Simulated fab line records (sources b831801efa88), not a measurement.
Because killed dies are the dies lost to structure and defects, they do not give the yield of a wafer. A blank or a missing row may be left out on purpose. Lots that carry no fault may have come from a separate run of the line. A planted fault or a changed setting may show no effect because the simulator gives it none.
A sampling plan put to the test + flow sky130 + 35 faults told of in these records, all on one fab line, each judged by the records of the lots it struck
The line's own looks make up the plan; these are the steps of the route where a gauge or inspection reads the wafer and leaves it unchanged. Where struck wafers have a number at a look and the file lists that look's usual mean and standard deviation on fault-free wafers, the look can be judged. Caught: at a look after the fault's first step, the mean of the struck wafers lies 4 or more of those standard deviations (sigma) from the usual mean. On the tool: the fault's steps, tested the same way using the tool's own readings. Caught also covers a different recipe on the struck wafers, or a record left blank for those wafers only.

== THE FAULTS, as the simulator had put them in ==
1. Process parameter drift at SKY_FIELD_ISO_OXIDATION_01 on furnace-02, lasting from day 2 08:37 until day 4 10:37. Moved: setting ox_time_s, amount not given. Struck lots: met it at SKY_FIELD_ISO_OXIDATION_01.
2. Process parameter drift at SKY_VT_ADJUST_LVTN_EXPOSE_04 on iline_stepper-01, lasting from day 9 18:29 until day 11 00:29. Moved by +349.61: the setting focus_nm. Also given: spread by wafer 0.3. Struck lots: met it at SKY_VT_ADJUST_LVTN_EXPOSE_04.
3. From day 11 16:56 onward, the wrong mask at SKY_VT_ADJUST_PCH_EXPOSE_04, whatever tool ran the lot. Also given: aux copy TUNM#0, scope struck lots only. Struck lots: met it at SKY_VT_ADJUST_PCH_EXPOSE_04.
4. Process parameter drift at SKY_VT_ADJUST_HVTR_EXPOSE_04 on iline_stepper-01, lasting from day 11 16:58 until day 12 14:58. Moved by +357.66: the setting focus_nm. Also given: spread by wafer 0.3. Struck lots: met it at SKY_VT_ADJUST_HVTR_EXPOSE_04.
5. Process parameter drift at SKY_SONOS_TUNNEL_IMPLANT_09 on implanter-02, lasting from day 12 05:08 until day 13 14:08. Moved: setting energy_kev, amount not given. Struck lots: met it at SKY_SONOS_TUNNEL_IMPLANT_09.
6. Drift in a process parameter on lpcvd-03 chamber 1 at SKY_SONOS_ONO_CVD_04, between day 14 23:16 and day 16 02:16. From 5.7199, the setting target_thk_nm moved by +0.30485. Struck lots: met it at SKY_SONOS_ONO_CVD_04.
7. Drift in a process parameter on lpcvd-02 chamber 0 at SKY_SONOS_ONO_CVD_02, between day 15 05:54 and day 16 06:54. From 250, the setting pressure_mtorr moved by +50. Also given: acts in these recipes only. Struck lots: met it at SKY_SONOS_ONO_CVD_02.
8. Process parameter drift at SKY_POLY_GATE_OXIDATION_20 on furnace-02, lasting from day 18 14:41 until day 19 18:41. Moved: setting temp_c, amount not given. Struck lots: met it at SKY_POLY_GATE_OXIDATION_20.
9. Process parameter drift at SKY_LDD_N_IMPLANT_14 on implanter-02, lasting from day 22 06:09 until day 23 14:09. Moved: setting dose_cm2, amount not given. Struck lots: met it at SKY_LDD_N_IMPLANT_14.
10. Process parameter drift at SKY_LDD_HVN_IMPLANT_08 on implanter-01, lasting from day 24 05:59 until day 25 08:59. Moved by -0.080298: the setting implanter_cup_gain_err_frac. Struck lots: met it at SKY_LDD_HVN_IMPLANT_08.
11. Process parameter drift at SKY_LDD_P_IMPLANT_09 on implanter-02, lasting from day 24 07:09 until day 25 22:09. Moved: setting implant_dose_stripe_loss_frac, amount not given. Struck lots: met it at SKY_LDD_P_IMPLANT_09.
12. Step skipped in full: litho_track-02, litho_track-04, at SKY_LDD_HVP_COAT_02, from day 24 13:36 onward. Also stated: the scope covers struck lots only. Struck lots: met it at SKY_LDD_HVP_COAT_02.
13. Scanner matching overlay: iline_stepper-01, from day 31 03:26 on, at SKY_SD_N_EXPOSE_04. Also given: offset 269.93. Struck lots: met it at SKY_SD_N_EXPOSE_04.
14. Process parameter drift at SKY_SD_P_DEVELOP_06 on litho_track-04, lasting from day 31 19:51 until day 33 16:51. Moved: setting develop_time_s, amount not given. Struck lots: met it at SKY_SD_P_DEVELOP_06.
15. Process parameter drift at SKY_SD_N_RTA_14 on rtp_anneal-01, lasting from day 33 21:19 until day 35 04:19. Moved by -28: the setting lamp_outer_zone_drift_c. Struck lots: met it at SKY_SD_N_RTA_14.
16. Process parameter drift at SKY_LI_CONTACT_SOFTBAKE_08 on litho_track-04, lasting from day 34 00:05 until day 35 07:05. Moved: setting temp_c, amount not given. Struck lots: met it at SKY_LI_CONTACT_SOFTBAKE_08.
17. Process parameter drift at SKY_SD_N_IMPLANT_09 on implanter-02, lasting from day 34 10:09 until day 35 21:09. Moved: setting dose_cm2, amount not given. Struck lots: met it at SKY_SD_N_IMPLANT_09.
18. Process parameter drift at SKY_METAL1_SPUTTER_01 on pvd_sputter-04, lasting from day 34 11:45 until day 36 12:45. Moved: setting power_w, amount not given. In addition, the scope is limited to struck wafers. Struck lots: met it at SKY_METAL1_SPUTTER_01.
19. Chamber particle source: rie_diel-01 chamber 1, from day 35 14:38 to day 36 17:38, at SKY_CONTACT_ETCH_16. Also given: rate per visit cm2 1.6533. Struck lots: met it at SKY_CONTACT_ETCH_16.
20. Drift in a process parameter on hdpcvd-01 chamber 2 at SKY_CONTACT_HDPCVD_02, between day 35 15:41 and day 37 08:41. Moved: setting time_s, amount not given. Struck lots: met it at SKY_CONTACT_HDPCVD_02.
21. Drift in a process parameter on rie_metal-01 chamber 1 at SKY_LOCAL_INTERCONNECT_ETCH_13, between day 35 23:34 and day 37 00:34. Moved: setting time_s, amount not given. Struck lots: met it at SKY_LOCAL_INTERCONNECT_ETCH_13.
22. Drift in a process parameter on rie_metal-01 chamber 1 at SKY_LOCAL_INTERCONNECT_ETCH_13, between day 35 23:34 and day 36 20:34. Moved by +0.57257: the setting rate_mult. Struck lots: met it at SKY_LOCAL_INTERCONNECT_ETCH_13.
23. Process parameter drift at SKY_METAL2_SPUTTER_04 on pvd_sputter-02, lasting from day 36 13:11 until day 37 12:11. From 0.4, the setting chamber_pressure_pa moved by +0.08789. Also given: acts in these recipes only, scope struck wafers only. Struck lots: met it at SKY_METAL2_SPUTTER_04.
24. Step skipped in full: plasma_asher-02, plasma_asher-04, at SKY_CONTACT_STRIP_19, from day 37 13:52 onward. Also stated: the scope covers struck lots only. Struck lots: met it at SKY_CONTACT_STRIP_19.
25. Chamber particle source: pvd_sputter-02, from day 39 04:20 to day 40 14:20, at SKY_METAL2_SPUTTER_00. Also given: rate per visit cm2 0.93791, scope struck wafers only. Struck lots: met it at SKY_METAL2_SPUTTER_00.
26. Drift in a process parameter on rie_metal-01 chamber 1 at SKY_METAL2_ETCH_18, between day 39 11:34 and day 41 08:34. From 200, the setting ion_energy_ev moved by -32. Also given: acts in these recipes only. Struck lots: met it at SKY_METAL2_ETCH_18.
27. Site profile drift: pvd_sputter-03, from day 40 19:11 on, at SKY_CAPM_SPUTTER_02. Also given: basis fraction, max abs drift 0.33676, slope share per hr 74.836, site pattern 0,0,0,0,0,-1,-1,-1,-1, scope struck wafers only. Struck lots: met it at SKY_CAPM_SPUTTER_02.
28. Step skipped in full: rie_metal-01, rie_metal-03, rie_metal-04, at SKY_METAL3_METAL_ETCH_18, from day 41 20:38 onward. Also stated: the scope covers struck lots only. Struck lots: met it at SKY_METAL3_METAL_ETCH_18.
29. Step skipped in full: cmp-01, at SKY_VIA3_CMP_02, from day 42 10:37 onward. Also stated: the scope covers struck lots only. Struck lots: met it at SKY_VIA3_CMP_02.
30. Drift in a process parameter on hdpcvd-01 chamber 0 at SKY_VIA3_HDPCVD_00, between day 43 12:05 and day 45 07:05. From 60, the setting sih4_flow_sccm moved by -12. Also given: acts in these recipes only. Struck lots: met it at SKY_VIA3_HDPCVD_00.
31. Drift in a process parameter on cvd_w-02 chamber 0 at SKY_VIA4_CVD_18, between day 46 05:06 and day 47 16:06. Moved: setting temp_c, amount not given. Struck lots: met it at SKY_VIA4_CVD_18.
32. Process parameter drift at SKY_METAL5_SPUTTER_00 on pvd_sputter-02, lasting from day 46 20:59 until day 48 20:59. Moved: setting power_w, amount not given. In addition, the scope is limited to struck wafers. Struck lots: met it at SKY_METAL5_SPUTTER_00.
33. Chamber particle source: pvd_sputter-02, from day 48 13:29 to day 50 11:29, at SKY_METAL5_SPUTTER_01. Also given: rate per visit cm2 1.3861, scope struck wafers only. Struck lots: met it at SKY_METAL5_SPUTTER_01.
34. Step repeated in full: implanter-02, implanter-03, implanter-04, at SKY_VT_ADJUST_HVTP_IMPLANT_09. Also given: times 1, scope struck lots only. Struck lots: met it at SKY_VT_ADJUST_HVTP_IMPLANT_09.
35. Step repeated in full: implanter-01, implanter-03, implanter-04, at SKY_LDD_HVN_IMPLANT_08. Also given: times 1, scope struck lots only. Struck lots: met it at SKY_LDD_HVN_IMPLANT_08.

== WHAT THE PLAN SAW ==
| fault | on the tool itself                               | first look that catches it                      | reading, sigma                                                     | median hours from its first step to that look | hours from the fault's start to the first struck lot there | judged looks passed uncaught |
|-------|--------------------------------------------------|-------------------------------------------------|--------------------------------------------------------------------|-----------------------------------------------|------------------------------------------------------------|------------------------------|
| 1     | under 2 sigma                                    | SKY_FIELD_ISO_THK_MEAS_02                       | FIELD_ISO_OXIDATION_00_THK +5.3                                    | 1.5                                           | 4                                                          | 0                            |
| 2     | under 2 sigma                                    | not the one look that can be judged after it    | -                                                                  | -                                             | -                                                          | 1                            |
| 3     | no reading that can be judged                    | SKY_VT_ADJUST_PCH_TW_MEAS_10                    | VT_ADJUST_PCH_TW -93                                               | 12.4                                          | 15                                                         | 0                            |
| 4     | no reading that can be judged                    | not the one look that can be judged after it    | -                                                                  | -                                             | -                                                          | 1                            |
| 5     | beam_energy_keV +71 sigma                        | no look after it can be judged                  | -                                                                  | -                                             | -                                                          | 0                            |
| 6     | under 2 sigma                                    | none of the 2 looks that can be judged after it | strongest: SONOS_ONO_CVD_04_THK at SKY_SONOS_ONO_THK_MEAS_05, +3.6 | -                                             | -                                                          | 2                            |
| 7     | pressure_mtorr +99 or beyond sigma               | none of the 2 looks that can be judged after it | strongest: SONOS_ONO_CVD_02_THK at SKY_SONOS_ONO_THK_MEAS_03, +3.7 | -                                             | -                                                          | 2                            |
| 8     | tube_center_temp_C +99 or beyond sigma           | SKY_POLY_GATE_THK_MEAS_21                       | POLY_GATE_OXIDATION_THK +15                                        | 1.3                                           | 3                                                          | 0                            |
| 9     | dose_ions_cm2 +99 or beyond sigma                | no look after it can be judged                  | -                                                                  | -                                             | -                                                          | 0                            |
| 10    | beam_on_s +5.0 sigma                             | not the one look that can be judged after it    | strongest: LDD_HVN_TW at SKY_LDD_HVN_TW_MEAS_10, +3.3              | -                                             | -                                                          | 1                            |
| 11    | under 2 sigma                                    | none of the 5 looks that can be judged after it | -                                                                  | -                                             | -                                                          | 5                            |
| 12    | the tool's record is blank for the struck wafers | no look after it can be judged                  | -                                                                  | -                                             | -                                                          | 0                            |
| 13    | no reading that can be judged                    | SKY_SD_N_OVL_MEAS_08                            | SD_N_OVL +99 or beyond                                             | 13.8                                          | 17                                                         | 0                            |
| 14    | no reading that can be judged                    | SKY_SD_P_TW_MEAS_11                             | SD_P_TW -99 or beyond                                              | 0.5                                           | 11                                                         | 0                            |
| 15    | under 2 sigma                                    | SKY_SD_N_RS_MEAS_16                             | SD_N_RS +22                                                        | 0.2                                           | 10                                                         | 0                            |
| 16    | plate_temp_C -40 sigma                           | none of the 2 looks that can be judged after it | -                                                                  | -                                             | -                                                          | 2                            |
| 17    | dose_ions_cm2 -99 or beyond sigma                | SKY_SD_N_RS_MEAS_16                             | SD_N_RS +43                                                        | 0.7                                           | 4                                                          | 1                            |
| 18    | cathode_dc_power_W +99 or beyond sigma           | no look after it can be judged                  | -                                                                  | -                                             | -                                                          | 0                            |
| 19    | only faintly: drypump_motor_current_A +2.0 sigma | none of the 6 looks that can be judged after it | -                                                                  | -                                             | -                                                          | 6                            |
| 20    | run_length_s -36 sigma                           | SKY_CONTACT_THK_MEAS_03                         | CONTACT_HDPCVD_THK -17                                             | 0.1                                           | 30                                                         | 0                            |
| 21    | run_length_s +27 sigma                           | no look after it can be judged                  | -                                                                  | -                                             | -                                                          | 0                            |
| 22    | under 2 sigma                                    | none of the 2 looks that can be judged after it | -                                                                  | -                                             | -                                                          | 2                            |
| 23    | chamber_pressure_pa +99 or beyond sigma          | none of the 4 looks that can be judged after it | -                                                                  | -                                             | -                                                          | 4                            |
| 24    | the tool's record is blank for the struck wafers | no look after it can be judged                  | -                                                                  | -                                             | -                                                          | 0                            |
| 25    | under 2 sigma                                    | not the one look that can be judged after it    | -                                                                  | -                                             | -                                                          | 1                            |
| 26    | under 2 sigma                                    | no look after it can be judged                  | -                                                                  | -                                             | -                                                          | 0                            |
| 27    | under 2 sigma                                    | SKY_CAPM_RS_MEAS_03                             | CAPM_TIN_RS +21                                                    | 0.1                                           | 1                                                          | 0                            |
| 28    | the tool's record is blank for the struck wafers | no look after it can be judged                  | -                                                                  | -                                             | -                                                          | 0                            |
| 29    | the tool's record is blank for the struck wafers | SKY_VIA3_BOW_MEAS_03                            | VIA3_BOW +7.4                                                      | 0.3                                           | 4                                                          | 0                            |
| 30    | sih4_flow_sccm -62 sigma                         | SKY_VIA3_THK_MEAS_01                            | VIA3_HDPCVD_THK -17                                                | 0.2                                           | 5                                                          | 0                            |
| 31    | susceptor_temp_C +99 or beyond sigma             | SKY_VIA4_RS_MEAS_19                             | VIA4_W_RS -24                                                      | 0.2                                           | 3                                                          | 0                            |
| 32    | cathode_dc_power_W -99 or beyond sigma           | no look after it can be judged                  | -                                                                  | -                                             | -                                                          | 0                            |
| 33    | under 2 sigma                                    | no look after it can be judged                  | -                                                                  | -                                             | -                                                          | 0                            |
| 34    | no reading that can be judged                    | SKY_VT_ADJUST_HVTP_TW_MEAS_11                   | VT_ADJUST_HVTP_TW +34                                              | 0.6                                           | -                                                          | 0                            |
| 35    | no reading that can be judged                    | SKY_LDD_HVN_TW_MEAS_10                          | LDD_HVN_TW +30                                                     | 0.6                                           | -                                                          | 0                            |
A dash: the fault isn't caught, or these records don't give the number.

Caught at a look: 14 of 35. Caught on the tool: 18 of 35. By one or the other: 26 of 35.
On the tool alone, faults 5, 7, 9, 10, 12, 16, 18, 21, 23, 24, 28, 32 were caught.
Caught at a look alone: faults 1, 3, 13, 14, 15, 27, 34, 35.
Caught by neither: faults 2, 4, 6, 11, 19, 22, 25, 26, 33.

== THINNER SAMPLING ==
If the look that catches a fault measured only every second or every third lot, by lot number, the first struck lot would be measured this late in the worst case:
| fault | struck lots at that look, in order of time | every lot | every second lot | every third lot |
|-------|--------------------------------------------|-----------|------------------|-----------------|
| 1     | L961, L969                                 | 4 h       | may miss all 2   | may miss all 2  |
| 3     | L161                                       | 15 h      | may miss it      | may miss it     |
| 8     | L303, L304                                 | 3 h       | 13 h             | may miss all 2  |
| 13    | L978, L980, L982, L985                     | 17 h      | 75 h             | 45 h            |
| 14    | L370, L371                                 | 11 h      | 17 h             | may miss all 2  |
| 15    | L508, L510                                 | 10 h      | may miss all 2   | may miss all 2  |
| 17    | L619, L620                                 | 4 h       | 10 h             | may miss all 2  |
| 20    | L491                                       | 30 h      | may miss it      | may miss it     |
| 27    | L490, L491                                 | 1 h       | 9 h              | may miss all 2  |
| 29    | L679, L680                                 | 4 h       | 11 h             | may miss all 2  |
| 30    | L655                                       | 5 h       | may miss it      | may miss it     |
| 31    | L516, L517                                 | 3 h       | 9 h              | may miss all 2  |
Hours: fault start to first struck lot measured. 4 sigma limit: tested on the pooled struck wafers, so a lone lot may be under it. Other struck lots may not be in these records.

== THE LONGEST TIMED WAY FROM STEP TO LOOK ==
Fault 13: a median of 13.8 hours passes between SKY_SD_N_EXPOSE_04 and SKY_SD_N_OVL_MEAS_08. No look between them can be judged.
